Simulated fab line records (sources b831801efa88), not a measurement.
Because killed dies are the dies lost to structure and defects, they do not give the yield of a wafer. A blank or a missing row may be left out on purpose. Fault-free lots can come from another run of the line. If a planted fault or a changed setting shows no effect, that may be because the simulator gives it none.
fab line records    flow gf180mcu
record lots=5  wafers=15  last-day=33
route steps=602 shown HV_LDD@227 NSD@235 PSD@248 PASSIVATION@602
lots that met no fault: taken from a fault-free run of the same line
start-h: hours from the record's opening day to when the first of the lot's shown wafers began    wait-h: time in hours since the lot's previous step    " unchanged from the row above    L1.1+2: a single row standing in for several wafers    - either no value or no given start    * or withheld: withheld    < > ~ a bound
route shown NAME@n: names a module that has steps shown in the file, with the first one's number in the route    usual: the fault-free wafers' mean and standard deviation    same: alike in all rows    chamber/n: place in a boat    sites: per-site readings    _std_site: the values' standard deviation    _edge_site: outer sites' mean less inner sites'    radius-mm: for every site, how far away it sits from the centre of the wafer    mask NAME#n: copy n    behind: tool/chamber where the wafer was last shaped    hold: the reason the lot was held/the length of the hold in hours/how it ended    device: the n, p or np transistor that did not switch    end of line: the route-end tests of the same wafers    for a step that has no rows: nothing shown but its recipe    killed: not the wafer's yield, but the dies lost to structure and defects at the first sort    map: shows each die of a wafer: x if killed, . if not, _ if none is there
set.NAME: the setting that was run; set.NAME@STEP: the one run at that earlier step    model.NAME: the simulator's own value behind a step, which no gauge read
lots seen at some steps along the route; tables by step, rows by wafer
services: the hour from which a tool's chamber was out of use, counted from the record's first day as start-h (under 0 if before that day), plus the number of hours and why
## steps
# step GF_HV_LDD_CLEAN_51
# recipe chemistry=SC1/SC2  mix=1:4:20  temp-c=70  time-s=150  dry=n2-spin
# step GF_HV_LDD_RTA_52
# recipe temp-c=1000  time-s=10  ambient=N2
# usual lamp-power-pct=29.9/2.5  wafer_temp_C_max=1003.4/0.68
lot.wafer  tool           chamber  start-h  wait-h  lamp-power-pct  wafer_temp_C_max
L653.1     rtp-anneal-01  0        279.83   0.0     32.3            1004.0
L653.4     "              0        "        "       32.3            1004.4
L653.6     "              0        "        "       32.3            1004.1
L664.1     rtp-anneal-01  0        358.82   0.0     32.2            1003.4
L664.2     "              0        "        "       32.2            1003.5
L664.4     "              0        "        "       32.3            1003.0
L666.1     rtp-anneal-01  0        370.82   0.0     32.3            1004.3
L666.3     "              0        "        "       32.3            1002.9
L666.5     "              0        "        "       32.3            1004.2
L667.1     rtp-anneal-01  0        388.79   0.0     32.3            1003.0
L667.4     "              0        "        "       32.3            1004.7
L667.5     "              0        "        "       32.3            1002.9
L669.4     rtp-anneal-01  0        401.82   0.0     32.2            1003.3
L669.5     "              0        "        "       32.3            1005.1
L669.6     "              0        "        "       32.3            1004.3
# step GF_HV_LDD_RS_MEAS_53
# recipe thk-meas-gauge=four-point-probe
# usual HV_LDD_RS=419.2/0.92
lot.wafer  tool           chamber  start-h  wait-h  HV_LDD_RS[ohm/sq]
L653.1     film-metro-04  -        280.10   0.2     418.4
L653.4     "              -        "        "       418.5
L653.6     "              -        "        "       420.6
L664.1     film-metro-04  -        358.89   0.1     418.7
L664.2     "              -        "        "       419.0
L664.4     "              -        "        "       418.9
L666.1     film-metro-02  -        370.89   0.1     417.3
L666.3     "              -        "        "       418.6
L666.5     "              -        "        "       416.9
L667.1     film-metro-04  -        388.86   0.1     419.2
L667.4     "              -        "        "       417.6
L667.5     "              -        "        "       420.8
L669.4     film-metro-04  -        401.91   0.1     418.4
L669.5     "              -        "        "       419.6
L669.6     "              -        "        "       419.1
# step GF_HV_LDD_CVD_54
# recipe material=SiO2  target-thk-nm=10  precursor=TEOS  temp-c=680  time-s=75  pressure-mtorr=400
# step GF_HV_LDD_THK_MEAS_55
# recipe reads=SiO2_of_HV_LDD_CVD_54
# usual HV_LDD_CVD_54_THK=10.07/0.18
lot.wafer  tool           chamber  start-h  wait-h  HV_LDD_CVD_54_THK[nm]
L653.1     film-metro-02  -        281.24   0.0     10.11
L653.4     "              -        "        "       9.95
L653.6     "              -        "        "       10.06
L664.1     film-metro-04  -        360.03   0.0     10.10
L664.2     "              -        "        "       10.11
L664.4     "              -        "        "       10.23
L666.1     film-metro-02  -        372.07   0.0     10.01
L666.3     "              -        "        "       10.08
L666.5     "              -        "        "       10.02
L667.1     film-metro-01  -        390.00   0.0     10.18
L667.4     "              -        "        "       10.23
L667.5     "              -        "        "       10.16
L669.4     film-metro-01  -        403.02   0.0     9.89
L669.5     "              -        "        "       9.94
L669.6     "              -        "        "       10.06
# step GF_HV_LDD_CVD_56
# recipe material=Si3N4  precursor=DCS/NH3  target-thk-nm=90  temp-c=770  time-s=1543  pressure-mtorr=250
# step GF_HV_LDD_THK_MEAS_57
# recipe reads=Si3N4_of_HV_LDD_CVD_56
# usual HV_LDD_CVD_56_THK=90.1/0.75
lot.wafer  tool           chamber  start-h  wait-h  HV_LDD_CVD_56_THK[nm]
L653.1     film-metro-04  -        283.27   0.0     88.5
L653.4     "              -        "        "       88.7
L653.6     "              -        "        "       88.5
L664.1     film-metro-01  -        361.52   0.0     91.7
L664.2     "              -        "        "       91.3
L664.4     "              -        "        "       91.9
L666.1     film-metro-04  -        374.27   0.0     91.0
L666.3     "              -        "        "       90.1
L666.5     "              -        "        "       89.5
L667.1     film-metro-02  -        391.49   0.0     90.0
L667.4     "              -        "        "       89.5
L667.5     "              -        "        "       89.7
L669.4     film-metro-04  -        404.51   0.0     90.3
L669.5     "              -        "        "       89.5
L669.6     "              -        "        "       89.7
# step GF_HV_LDD_ETCHBACK_58
# recipe chemistry=CH3F/O2  target=Si3N4  stop-on=SiO2  source-w=400  bias-w=80  pressure-mtorr=25  ch3f-flow-sccm=40  O2_flow_sccm=30  time-s=100  target-depth-a=900
# usual O2_flow_sccm=29.99/0.097  chamber-pressure-mTorr=25.001/0.021  drypump-motor-current-A=5.9/0.45  oes-product-au=0.843/0.0058  throttle-valve-pct=10.560/0.0095
lot.wafer  tool         chamber  start-h  wait-h  O2_flow_sccm  chamber-pressure-mTorr  drypump-motor-current-A  oes-product-au  rf-hours-counter-h  throttle-valve-pct
L653.1     rie-diel-04  3        283.33   0.1     29.85         25.004                  5.1                      0.836           100                 10.552
L653.4     "            2        "        "       29.86         24.990                  6.7                      0.834           75                  10.572
L653.6     "            0        "        "       30.16         25.032                  6.5                      0.827           -                   10.565
L664.1     rie-diel-03  0        361.58   0.1     29.97         24.984                  6.1                      0.851           61                  10.550
L664.2     "            2        "        "       30.03         25.010                  5.4                      0.848           89                  10.578
L664.4     "            1        "        "       29.97         25.011                  6.5                      0.848           36                  10.571
L666.1     rie-diel-03  0        374.33   0.1     29.91         24.999                  6.1                      0.846           61                  10.571
L666.3     "            3        "        "       29.96         25.003                  5.3                      0.843           86                  10.565
L666.5     "            0        "        "       30.04         25.033                  6.1                      0.842           -                   10.554
L667.1     rie-diel-03  0        391.55   0.1     29.88         25.031                  6.1                      0.838           61                  10.573
L667.4     "            1        "        "       30.01         24.984                  6.6                      0.843           37                  10.565
L667.5     "            2        "        "       30.14         25.006                  5.5                      0.847           -                   10.553
L669.4     rie-diel-02  1        404.54   0.0     29.99         25.001                  5.9                      0.848           2                   10.571
L669.5     "            2        "        "       29.92         24.986                  6.1                      0.837           -                   10.560
L669.6     "            3        "        "       30.03         24.964                  5.7                      0.836           -                   10.562
# step GF_NSD_DEHYDRATE_00
# recipe temp-c=200  time-s=60
# step GF_NSD_HMDS_01
# recipe prime-time-s=60  prime-temp-c=120
# step GF_NSD_COAT_02
# recipe resist=NOVOLAK  spin-rpm=3000  resist-thk-nm=1016
# step GF_NSD_SOFTBAKE_03
# recipe temp-c=90  time-s=60  resist=NOVOLAK
# step GF_NSD_EXPOSE_04
# recipe mask-id=Nplus  target-cd-nm=400  na=0.6  source-shape=conventional  sigma-outer=0.6  dose-mj=140
lot.wafer   tool              chamber  start-h  wait-h  mask
L653.1+4+6  iline-stepper-01  0        293.55   -       Nplus#0
L664.1+2+4  iline-stepper-02  0        372.39   -       Nplus#0
L666.1+3+5  iline-stepper-02  0        385.38   -       Nplus_HV_AREA#0
L667.1+4+5  iline-stepper-02  0        403.26   -       Nplus#0
L669.4+5+6  iline-stepper-01  0        416.87   -       Nplus#0
# step GF_NSD_PEB_05
# recipe temp-c=withheld  time-s=*  resist=NOVOLAK
# step GF_NSD_DEVELOP_06
# recipe develop-time-s=60  dev-temp-c=23
# step GF_NSD_CD_MEAS_07
# recipe target-cd-nm=400
# usual cd-nm=399.5/2.5
lot.wafer  tool       chamber  start-h  wait-h  cd-nm
L653.1     cd-sem-02  -        303.82   0.1     398.6
L653.4     "          -        "        "       394.8
L653.6     "          -        "        "       396.8
L664.1     cd-sem-02  -        383.06   0.1     400.6
L664.2     "          -        "        "       398.3
L664.4     "          -        "        "       400.3
L666.1     cd-sem-02  -        396.56   0.1     -
L666.3     "          -        "        "       -
L666.5     "          -        "        "       -
L667.1     cd-sem-01  -        414.83   0.1     400.7
L667.4     "          -        "        "       401.4
L667.5     "          -        "        "       402.5
L669.4     cd-sem-02  -        429.04   0.1     397.0
L669.5     "          -        "        "       400.5
L669.6     "          -        "        "       399.6
# step GF_NSD_OVL_MEAS_08
# usual NSD_OVL=-0.3/1.4
lot.wafer  tool        chamber  start-h  wait-h  NSD_OVL[nm]
L653.1     overlay-02  -        303.94   0.1     -0.9
L653.4     "           -        "        "       -0.4
L653.6     "           -        "        "       0.7
L664.1     overlay-02  -        383.18   0.1     2.7
L664.2     "           -        "        "       1.6
L664.4     "           -        "        "       -0.4
L666.1     overlay-01  -        396.68   0.1     -
L666.3     "           -        "        "       -
L666.5     "           -        "        "       -
L667.1     overlay-01  -        414.95   0.1     1.2
L667.4     "           -        "        "       2.2
L667.5     "           -        "        "       0.7
L669.4     overlay-01  -        429.12   0.1     1.0
L669.5     "           -        "        "       2.1
L669.6     "           -        "        "       2.0
# step GF_NSD_IMPLANT_09
# recipe species=As  energy-kev=61.48  dose-cm2=4e+15  tilt-deg=7
# step GF_NSD_IMPLANT_10
# recipe species=P  energy-kev=40  dose-cm2=5e+14  tilt-deg=7
# step GF_NSD_STRIP_11
# recipe chemistry=O2/N2  power-w=1400  pressure-mtorr=1500  platen-temp-c=250  o2-flow-sccm=3000  n2-flow-sccm=300  overash-fraction=0.5
# usual chamber-pressure-mTorr=1500.0/1.3  drypump-motor-current-A=5.5/0.38  heater-power-w=366/31  o2-flow-sccm=3001/9.2  oes-product-au=0.487/0.0048  strip-time-to-endpoint-s=23.34/0.035
# same overash-fraction=0.5
lot.wafer  tool             chamber  start-h  wait-h  chamber-pressure-mTorr  drypump-motor-current-A  heater-power-w  o2-flow-sccm  oes-product-au  rf-hours-counter-h  strip-time-to-endpoint-s
L653.1     plasma-asher-02  1        304.28   0.1     1499.7                  5.6                      364             3008          0.487           69                  23.31
L653.4     "                1        "        "       1500.9                  5.6                      359             3000          0.486           -                   23.33
L653.6     "                1        "        "       1499.1                  5.6                      348             2988          0.488           -                   23.30
L664.1     plasma-asher-02  0        383.51   0.1     1501.5                  6.1                      345             2993          0.479           78                  23.33
L664.2     "                1        "        "       1500.1                  5.6                      364             3004          0.483           78                  23.30
L664.4     "                0        "        "       1502.5                  6.0                      338             2976          0.494           -                   23.31
L666.1     plasma-asher-01  0        397.01   0.1     1498.7                  5.3                      360             2988          0.486           59                  23.37
L666.3     "                0        "        "       1502.4                  5.3                      369             2987          0.486           -                   23.37
L666.5     "                0        "        "       1500.9                  5.4                      361             2989          0.482           -                   23.36
L667.1     plasma-asher-03  0        415.29   0.1     1502.0                  5.1                      396             3010          0.482           32                  23.32
L667.4     "                1        "        "       1499.8                  5.9                      351             3005          0.489           -                   23.35
L667.5     "                1        "        "       1500.3                  5.9                      351             2984          0.488           -                   23.34
L669.4     plasma-asher-03  0        429.47   0.1     1498.0                  5.1                      403             2997          0.486           -                   23.32
L669.5     "                0        "        "       1498.0                  5.1                      398             2999          0.491           -                   23.32
L669.6     "                1        "        "       1500.1                  6.0                      358             3012          0.485           -                   23.34
# step GF_NSD_TW_MEAS_12
# usual NSD_TW=4251/32
lot.wafer  tool           chamber  start-h  wait-h  NSD_TW
L653.1     film-metro-01  -        304.38   0.1     4276
L653.4     "              -        "        "       4276
L653.6     "              -        "        "       4275
L664.1     film-metro-04  -        383.61   0.1     4176
L664.2     "              -        "        "       4164
L664.4     "              -        "        "       4182
L666.1     film-metro-03  -        397.11   0.1     30
L666.3     "              -        "        "       30
L666.5     "              -        "        "       30
L667.1     film-metro-03  -        415.39   0.1     4257
L667.4     "              -        "        "       4253
L667.5     "              -        "        "       4249
L669.4     film-metro-03  -        429.57   0.1     4275
L669.5     "              -        "        "       4256
L669.6     "              -        "        "       4245
# step GF_PSD_DEHYDRATE_00
# recipe temp-c=200  time-s=60
# step GF_PASSIVATION_PROBE_99
lot.wafer  tool       chamber  start-h  wait-h  model.etest.nmos_3p3_sab.r-on-ohm-um  model.etest.nldd_6p0.line-ohm-um  model.etest.nmos_3p3.r-on-ohm-um  model.etest.nplus-u.line-ohm-um  model.etest.nldd_6p0.rs-ohm-sq  model.etest.nplus-u.rs-ohm-sq  model.etest.contact-nplus.end-ohm-um  model.etest.nmos_3p3_sab.drive-ua-um
L653.1     prober-02  -        678.97   0.1     1789                                  4606                              1638                              202.5                            1382                            60.18                          13.11                                 496.4
L653.4     prober-02  -        679.12   0.2     1820                                  4608                              1678                              201.4                            1370                            60.39                          13.17                                 490.6
L653.6     prober-02  -        679.22   0.2     1818                                  4588                              1679                              199.9                            1379                            59.6                           13.61                                 486
L664.1     prober-02  -        743.63   0.1     1802                                  4529                              1662                              199.3                            1394                            59.68                          13.64                                 494.5
L664.2     prober-02  -        743.68   0.1     1797                                  4617                              1660                              195.9                            1388                            59.74                          12.68                                 500.5
L664.4     prober-02  -        743.78   0.2     1799                                  4606                              1646                              201.9                            1393                            59.7                           12.97                                 507.7
L666.1     prober-02  -        754.81   0.1     6773                                  195.1                             4628                              2493                             58.08                           743.2                          528.2                                 197.2
L666.3     prober-02  -        754.91   0.2     6864                                  192.5                             4718                              2510                             58.2                            750.5                          536.7                                 192.6
L666.5     prober-02  -        755.01   0.2     6817                                  188.1                             4648                              2474                             57.66                           744.8                          514.6                                 196
L667.1     prober-01  -        769.76   0.1     1793                                  4522                              1672                              196.6                            1392                            59.64                          12.87                                 491.2
L667.4     prober-01  -        769.91   0.2     1799                                  4592                              1663                              198.4                            1380                            59.08                          13.38                                 495.1
L667.5     prober-01  -        769.96   0.2     1811                                  4564                              1673                              198.6                            1387                            59.22                          13.3                                  489.4
L669.4     prober-01  -        780.39   0.2     1756                                  4604                              1620                              198.4                            1382                            59.51                          13.34                                 509.4
L669.5     prober-01  -        780.44   0.2     1745                                  4618                              1620                              195.3                            1384                            59.15                          12.9                                  505.8
L669.6     prober-01  -        780.49   0.2     1784                                  4555                              1663                              197.7                            1384                            59.46                          13.15                                 490.8
# killed by level:class
L653.1 V1:geometric-particle:open=5 V3:geometric-particle:open=5 CONTACT:geometric-particle:open=4 M5:geometric-particle:short=4 V5:geometric-particle:open=4 V2:geometric-particle:open=3 V4:geometric-particle:short=3 V3:geometric-particle:short=3
L653.4 CONTACT:geometric-particle:open=6 V2:geometric-particle:open=5 V5:geometric-particle:open=5 V1:geometric-particle:open=4 M1:geometric-particle:short=3 V1:geometric-particle:short=3 V3:geometric-particle:open=3 V4:geometric-particle:open=3
L653.6 CONTACT:geometric-particle:short=4 CONTACT:geometric-particle:open=4 V2:geometric-particle:short=3 V2:geometric-particle:open=3 M3:geometric-particle:short=3 V4:geometric-particle:short=3 V5:geometric-particle:open=3 POLY_GATE:geometric-particle:short=2
L664.1 CONTACT:geometric-particle:open=8 V4:geometric-particle:open=6 V2:geometric-particle:open=5 V5:geometric-particle:open=5 V3:geometric-particle:open=4 V1:geometric-particle:open=3 V3:geometric-particle:short=3 STI:geometric-particle:open=2
L664.2 V2:geometric-particle:open=5 V4:geometric-particle:open=5 STI:geometric-particle:open=3 M1:geometric-particle:open=3 M1:geometric-particle:short=3 V1:geometric-particle:open=3 V3:geometric-particle:open=3 V5:geometric-particle:open=3
L664.4 M1:geometric-particle:short=7 STI:geometric-particle:open=5 V4:geometric-particle:open=5 STI:geometric-particle:short=4 V1:geometric-particle:open=3 M2:geometric-particle:short=3 V2:geometric-particle:open=3 CONTACT:geometric-particle:short=2
L667.1 V4:geometric-particle:open=7 V5:geometric-particle:short=7 CONTACT:geometric-particle:open=4 V3:geometric-particle:open=4 V5:geometric-particle:open=4 V1:geometric-particle:short=3 V2:geometric-particle:open=3 V3:geometric-particle:short=3
L667.4 V2:geometric-particle:open=8 V3:geometric-particle:open=7 V1:geometric-particle:open=7 V5:geometric-particle:open=6 M4:geometric-particle:short=5 STI:geometric-particle:short=3 STI:geometric-particle:open=3 M5:geometric-particle:short=3
L667.5 V2:geometric-particle:open=8 V1:geometric-particle:open=5 V5:geometric-particle:open=5 STI:geometric-particle:open=3 V4:geometric-particle:open=3 V3:geometric-particle:short=3 V3:geometric-particle:open=3 CONTACT:geometric-particle:short=2
L669.4 CONTACT:geometric-particle:open=7 V1:geometric-particle:open=6 V4:geometric-particle:open=6 V5:geometric-particle:open=5 V3:geometric-particle:short=4 M5:geometric-particle:short=4 STI:geometric-particle:short=3 V2:geometric-particle:open=3
L669.5 CONTACT:geometric-particle:open=10 V1:geometric-particle:open=5 V3:geometric-particle:open=5 CONTACT:geometric-particle:short=4 M1:geometric-particle:short=3 V4:geometric-particle:open=3 STI:geometric-particle:short=2 STI:geometric-particle:open=2
L669.6 V1:geometric-particle:open=9 CONTACT:geometric-particle:open=5 M2:geometric-particle:short=4 STI:geometric-particle:short=3 STI:geometric-particle:open=3 V1:geometric-particle:short=3 V4:geometric-particle:short=3 V5:geometric-particle:open=3
## services
tool              chamber  start-h  hours  kind
plasma-asher-01   -        262.56   20.5   repair
rie-diel-03       0        267.23   22.3   repair
plasma-asher-03   -        268.91   1.4    repair
iline-stepper-02  -        270.28   1.7    pm
plasma-asher-03   -        271.78   0.7    repair
rie-diel-03       2        275.19   2.1    repair
rie-diel-03       3        275.31   3.3    repair
iline-stepper-01  -        305.27   1.7    pm
rie-diel-02       1        306.11   -      clean
rie-diel-02       1        306.11   13.8   scheduled-down
rie-diel-02       1        306.11   13.8   vent-cycle
rie-diel-04       -        311.51   1.4    repair
rie-diel-04       0        334.75   11.6   repair
rie-diel-04       0        346.35   -      clean
rie-diel-04       0        346.35   18.1   scheduled-down
rie-diel-02       2        347.47   9.3    repair
plasma-asher-01   -        371.37   14.6   pm
plasma-asher-02   -        381.75   0.5    repair
rie-diel-02       3        382.94   6.7    repair
rie-diel-02       0        383.43   3.0    repair
plasma-asher-01   -        411.43   8.2    repair
plasma-asher-02   -        421.25   9.0    pm
plasma-asher-02   0        421.25   9.0    vent-cycle
plasma-asher-02   1        421.25   9.0    vent-cycle
## key
first-sign step=GF_NSD_EXPOSE_04  reading=mask  direction=changed
effect step=GF_NSD_CD_MEAS_07  reading=cd-nm  direction=missing
effect step=GF_NSD_OVL_MEAS_08  reading=NSD_OVL  direction=missing
effect step=GF_NSD_TW_MEAS_12  reading=NSD_TW  direction=down  sigmas=99+  usual=4251  struck=30
model-effect step=GF_PASSIVATION_PROBE_99  value=etest.nmos_3p3_sab.r-on-ohm-um  without=1783  struck=6818
met-at GF_NSD_EXPOSE_04
struck-wafers L666.1,L666.3,L666.5
sort-left-out L666.1,L666.3,L666.5
tester-left-out L666
onset-between 372.39 385.38
fault kind=wrong-mask  tool=any  chamber=-  onset-h=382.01  steps=GF_NSD_EXPOSE_04  aux-copy=Nplus_HV_AREA#0  scope=struck-lots-only
# tester-left-out: of these lots the tester's yield and bins aren't shown, on N5 and GAA mostly nor the transistor test; their killed dies are dies lost to structure and defects alone, not to doping, threshold or leakage, so they don't give the yield
# sort-left-out: the simulated sort isn't trusted on such a fault, so these wafers' sort isn't shown, and their yield isn't known
